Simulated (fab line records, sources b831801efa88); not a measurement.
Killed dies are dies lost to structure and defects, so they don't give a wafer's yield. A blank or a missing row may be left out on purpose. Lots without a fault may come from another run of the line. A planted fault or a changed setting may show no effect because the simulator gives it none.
Which tool did it? | flow sky130 | 11 lots, 33 wafers sampled, at 3 steps of a route of 708

WHAT THE GAUGES READ, wafer by wafer
SKY_SONOS_ONO_THK_MEAS_01.
lot  | measured     | on            | SONOS_ONO_OXIDATION_THK (nm)
L561 | day 11 05:36 | film_metro-02 | 2.64 2.62 2.62
L566 | day 13 02:34 | film_metro-04 | 2.70 2.67 2.61
L573 | day 15 07:40 | film_metro-02 | 3.29 3.17 3.25
L574 | day 15 15:08 | film_metro-02 | 2.59 2.60 2.55
L575 | day 16 10:34 | film_metro-03 | 3.20 3.30 3.29
L576 | day 16 17:17 | film_metro-04 | 2.57 2.63 2.59
L577 | day 16 20:01 | film_metro-02 | 2.67 2.66 2.69
L578 | day 16 22:59 | film_metro-03 | 2.69 2.71 2.67
L582 | day 18 08:56 | film_metro-03 | 2.43 2.51 2.54
L583 | day 18 20:19 | film_metro-04 | 2.60 2.46 2.51
L584 | day 19 01:43 | film_metro-03 | 2.50 2.56 2.55

WHICH TOOL RAN EACH LOT (tool, then ch and the chambers of the sampled wafers, then the start)
lot  | SKY_VT_ADJUST_PCH_STRIP_09           | SKY_SONOS_ONO_OXIDATION_00
L561 | plasma_asher-02 ch 0,1, day 10 05:01 | furnace-01 ch 0, day 11 04:15
L566 | plasma_asher-01 ch 0,1, day 11 21:25 | furnace-02 ch 0, day 13 01:12
L573 | plasma_asher-04 ch 0,1, day 14 03:57 | furnace-01 ch 0, day 15 06:19
L574 | plasma_asher-04 ch 1, day 14 10:37   | furnace-02 ch 0, day 15 13:47
L575 | plasma_asher-04 ch 0,1, day 15 04:57 | furnace-01 ch 0, day 16 09:12
L576 | plasma_asher-02 ch 0,1, day 15 09:46 | furnace-02 ch 0, day 16 15:55
L577 | plasma_asher-02 ch 0,1, day 15 13:15 | furnace-02 ch 0, day 16 18:40
L578 | plasma_asher-04 ch 0,1, day 15 16:06 | furnace-02 ch 0, day 16 21:38
L582 | plasma_asher-01 ch 0,1, day 17 00:42 | furnace-02 ch 0, day 18 07:34
L583 | plasma_asher-01 ch 0,1, day 17 12:30 | furnace-02 ch 0, day 18 18:57
L584 | plasma_asher-04 ch 0,1, day 17 16:55 | furnace-02 ch 0, day 19 00:22
- SKY_VT_ADJUST_PCH_STRIP_09: strips in O2/N2.
- SKY_SONOS_ONO_OXIDATION_00: stabilise 600 s, purge 300 s, target thk 2.6 nm.

THE ANSWER, worked out from the rows above alone
Rule: what is usual is taken from the lots themselves. Put in order of their means at a reading, lots are off if they are a third of the lots or fewer, leave a main group of 4 or more, and stand apart from it by a gap of 3 or more times the standard deviation of the main group's means; of several such gaps the widest counts. A main group whose means are all the same, to the digits that the tables above print for the reading, isn't used. A lot without any number at a reading at which 4 lots or more have one is off too. The other lots that the step has rows for count as sound.
Off: L573, L575, at SKY_SONOS_ONO_THK_MEAS_01 (SONOS_ONO_OXIDATION_THK). The main group: mean 2.60 nm, standard deviation 0.066.
A tool fits if, at a process step before that reading, it ran every lot that is off, and no sound lot after the first of them. The gauges at SKY_SONOS_ONO_THK_MEAS_01 are tried like those tools. One fits: furnace-01 at SKY_SONOS_ONO_OXIDATION_00. Its last sound lot is L561 (day 11 04:15), its first lot that is off L573 (day 15 06:19): a fault that began between those two fits.

WHAT THE SIMULATOR HAD PUT IN
Process parameter drift: furnace-01, from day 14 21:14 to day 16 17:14, at SKY_SONOS_ONO_OXIDATION_00. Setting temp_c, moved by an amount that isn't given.
Lots struck among those shown: L573, L575. The rule above found the same.
